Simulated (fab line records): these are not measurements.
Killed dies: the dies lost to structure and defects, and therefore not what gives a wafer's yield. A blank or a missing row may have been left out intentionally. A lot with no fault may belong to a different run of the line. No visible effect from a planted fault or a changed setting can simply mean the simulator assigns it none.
The tool behind it: which one? + flow sky130 + 12 lots, 36 wafers sampled, at 1 step of a route of 708

WHAT THE GAUGES READ, wafer by wafer
SKY_CAP2M_THK_MEAS_04: measures by xrf.
| lot  | measured     | on            | CAP2M_TIN_THK (nm) |
|------|--------------|---------------|--------------------|
| L075 | day 40 05:01 | film_metro-04 | 200 200 201        |
| L077 | day 40 21:21 | film_metro-04 | 201 202 201        |
| L079 | day 41 12:23 | film_metro-04 | 199 200 200        |
| L081 | day 41 20:16 | film_metro-04 | 197 200 197        |
| L082 | day 42 16:52 | film_metro-02 | 196 196 195        |
| L085 | day 43 02:22 | film_metro-02 | 202 201 203        |
| L087 | day 43 12:50 | film_metro-04 | 199 201 202        |
| L089 | day 44 04:38 | film_metro-01 | 198 197 196        |
| L092 | day 44 14:49 | film_metro-02 | 196 195 197        |
| L093 | day 45 02:19 | film_metro-01 | 205 209 207        |
| L095 | day 45 11:10 | film_metro-04 | 199 198 201        |
| L097 | day 46 03:53 | film_metro-02 | 203 204 203        |

EACH LOT AND THE TOOL THAT RAN IT (in order: tool; ch and the chambers of the sampled wafers; start)
The record holds no process step before these readings.

THE ANSWER, worked out from the rows above alone
Rule: usual is defined by the lots themselves. Put in order of their means at a reading, lots are off if they are a third of the lots or fewer, leave a main group of 4 or more, and stand apart from it by a gap of 3 or more times the standard deviation of the main group's means; of several such gaps the widest counts. If all means in a main group match to the digits the tables above print for the reading, that group is not used. Also off: a lot with no number at a reading for which 4 or more lots have one. Any other lot the step has rows for is counted as sound.
Nothing can be told from this: no lot is off at any reading shown.

WHAT WAS PUT IN BY THE SIMULATOR
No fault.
